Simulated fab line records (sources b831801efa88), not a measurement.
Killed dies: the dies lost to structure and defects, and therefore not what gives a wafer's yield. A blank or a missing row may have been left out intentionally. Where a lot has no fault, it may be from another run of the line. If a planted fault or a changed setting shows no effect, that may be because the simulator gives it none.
Struck lot and sound lot, side by side || flow sky130 || 43 out of 708 route steps
Sound: wafers L720.1, L720.2, L720.3. The struck wafers were L730.1, L730.3, L730.5. The cause is named last.
Order at every step that has rows: each side's tool, ch and its chambers, its first start. Under that, the readings that differ: sound wafers || struck wafers || difference of the means || sigmas: that difference in standard deviations of wafers without a fault.
alike: readings with means less than 2 such deviations apart, plus words and numbers identical on both sides. not compared: withheld readings, readings lacking a value on some wafer, bounds such as >300 that could conceal the same value, and numbers that have no deviation in the record and whose values overlap.
The two part at a step that has a row with sigmas, a row that says differs or no value, or rows on one side only. Numbers that don't overlap but have no deviation are shown without sigmas and don't part them. A reading that every wafer of one side lacks parts them only if that side has two wafers or more.

SKY_FIELD_ISO_THK_MEAS_04:
  sound on film metro-04, day 3 07:19; struck on film metro-03, day 5 08:22
  alike: FIELD_ISO_CVD_03_THK
then, 8 steps without rows for these wafers: SKY_FIELD_ISO_DEHYDRATE_05 (time 60 s); SKY_FIELD_ISO_HMDS_06 (prime time 60 s); SKY_FIELD_ISO_COAT_07 (resist thk 60 nm); SKY_FIELD_ISO_COAT_08 (resist thk 450 nm); SKY_FIELD_ISO_SOFTBAKE_09 (time 90 s); SKY_FIELD_ISO_EXPOSE_10 (exposes mask FOM, target cd 150 nm); SKY_FIELD_ISO_PEB_11; SKY_FIELD_ISO_DEVELOP_12 (develop time 60 s).
SKY_FIELD_ISO_CD_MEAS_13 targets a cd of 150 nm.
  sound on cd sem-02, day 3 23:20; struck on cd sem-02, day 6 02:25
  alike: cd nm
SKY_FIELD_ISO_ETCH_14: etches BARC in N2/H2, stops on SiO2, time 45.9 s, target depth 60 nm.
  sound on rie diel-03 ch 1,2,3, day 3 23:28; struck on rie diel-02 ch 0,1, day 6 02:32
  alike: chamber pressure mTorr, drypump motor current A, oes product au, throttle valve pct
  not compared: rf hours counter h
SKY_FIELD_ISO_ETCH_15: etches the open film in CHF3/O2, stops on Si, target depth 180 nm, time 72 s.
  sound on rie diel-03 ch 1,2,3, day 3 23:30; struck on rie diel-02 ch 0,1, day 6 02:35
  alike: chamber pressure mTorr, drypump motor current A, oes product au, throttle valve pct
  not compared: rf hours counter h
SKY_FIELD_ISO_STRIP_16: strips in O2/N2.
  sound on plasma asher-03 ch 0,1, day 3 23:34; struck on plasma asher-01 ch 0,1, day 6 02:38
  alike: chamber pressure mTorr, drypump motor current A, oes product au, strip time to endpoint s
  not compared: rf hours counter h
SKY_FIELD_ISO_ETCH_17: etches Si in HBr/Cl2/O2, target depth 342 nm, time 97.7 s.
  sound on rie si-02 ch 0,1,3, day 3 23:40; struck on rie si-01 ch 0,3, day 6 02:44
  alike: chamber pressure mTorr, drypump motor current A, he backside leak sccm, oes product au, throttle valve pct
  not compared: rf hours counter h
then, 5 steps without rows for these wafers: SKY_FIELD_ISO_WET_ETCH_18 (etches Si3N4 in H3PO4, target depth 25 nm, time 279.4 s); SKY_FIELD_ISO_CLEAN_19 (cleans in SC1/SC2, time 150 s); SKY_FIELD_ISO_CLEAN_20 (cleans in dHF, time 20 s); SKY_FIELD_ISO_WET_ETCH_21 (etches SiO2 in dHF, target depth 20 nm, time 400 s); SKY_FIELD_ISO_OXIDATION_22 (stabilise 600 s, purge 300 s, target thk 10 nm).
SKY_FIELD_ISO_THK_MEAS_23:
  sound on film metro-01, day 4 02:12; struck on film metro-04, day 6 04:16
  alike: FIELD_ISO_OXIDATION_01_THK
then, 1 step without rows for these wafers: SKY_FIELD_ISO_CVD_24 (deposits SiO2, target thk 595 nm, time 99.2 s).
SKY_FIELD_ISO_THK_MEAS_25:
  sound on film metro-04, day 4 02:20; struck on film metro-03, day 6 04:23
  alike: FIELD_ISO_CVD_24_THK
then, 1 step without rows for these wafers: SKY_FIELD_ISO_ANNEAL_26 (time 1800 s).
SKY_FIELD_ISO_CMP_27: polishes, stops on Si3N4, t overpolish 16 s, target thk 457.8 nm.
  sound on cmp-01 ch 0,1,3, day 4 03:56; struck on cmp-02 ch 0,2,3, day 6 06:00
  alike: motor current A, overpolish run s, slurry flow ml min, time to endpoint s
then, 5 steps without rows for these wafers: SKY_FIELD_ISO_WET_ETCH_28 (etches SiO2 in dHF, target depth 23.7 nm, time 47 s); SKY_FIELD_ISO_WET_ETCH_29 (etches Si3N4 in H3PO4, target depth 160 nm, time 1825 s); SKY_FIELD_ISO_WET_ETCH_30 (etches SiO2 in dHF, target depth 25 nm, time 50 s); SKY_NWELL_CLEAN_00 (cleans in SC1/SC2, time 150 s); SKY_NWELL_OXIDATION_01 (stabilise 600 s, purge 300 s, target thk 10 nm).
SKY_NWELL_THK_MEAS_02:
  sound on film metro-02, day 4 07:07; struck on film metro-02, day 6 08:19
  alike: NWELL_OXIDATION_THK
then, 8 steps without rows for these wafers: SKY_DNWELL_DEHYDRATE_00 (time 60 s); SKY_DNWELL_HMDS_01 (prime time 60 s); SKY_DNWELL_COAT_02 (resist thk 3000 nm); SKY_DNWELL_SOFTBAKE_03; SKY_DNWELL_EXPOSE_04 (exposes mask DNM, target cd 3000 nm); SKY_DNWELL_PEB_05; SKY_DNWELL_DEVELOP_06 (develop time 60 s); SKY_DNWELL_IMPLANT_07.
SKY_DNWELL_STRIP_08: strips in O2/N2.
  sound on plasma asher-01 ch 0,1, day 4 23:14; struck on plasma asher-01 ch 0,1, day 7 03:04
  alike: chamber pressure mTorr, drypump motor current A, oes product au, strip time to endpoint s
  not compared: rf hours counter h
SKY_DNWELL_TW_MEAS_09:
  sound on film metro-02, day 4 23:20; struck on film metro-03, day 7 03:10
  alike: DNWELL_TW
then, 2 steps without rows for these wafers: SKY_PWDE_DEHYDRATE_00 (time 60 s); SKY_PWDE_HMDS_01 (prime time 60 s).
-- the record jumps here: 43 days lie between the struck wafers' starts before and after (it left off in module PWDE and takes up again in module PAD_OPEN, whose first step shown is number 708 of the route) --
SKY_PAD_OPEN_PROBE_99:
  sound on prober-01, day 48 05:36; struck on prober-02, day 50 05:52
{"reading": "killed at front end", "sound": "11 14 22", "struck": "44 45 69", "difference": "+37", "sigmas": "+9"}
{"reading": "killed dies", "sound": "78 89 95", "struck": "104 122 122", "difference": "+29", "sigmas": "+3"}
  alike: killed_at_M0_to_M3, killed_at_M4_up, killed at contacts, killed at other, killed open, killed short

## WHERE THEY PART
At SKY_PAD_OPEN_PROBE_99 and nowhere else, as far as this record goes.

WHY: what the simulator had put in
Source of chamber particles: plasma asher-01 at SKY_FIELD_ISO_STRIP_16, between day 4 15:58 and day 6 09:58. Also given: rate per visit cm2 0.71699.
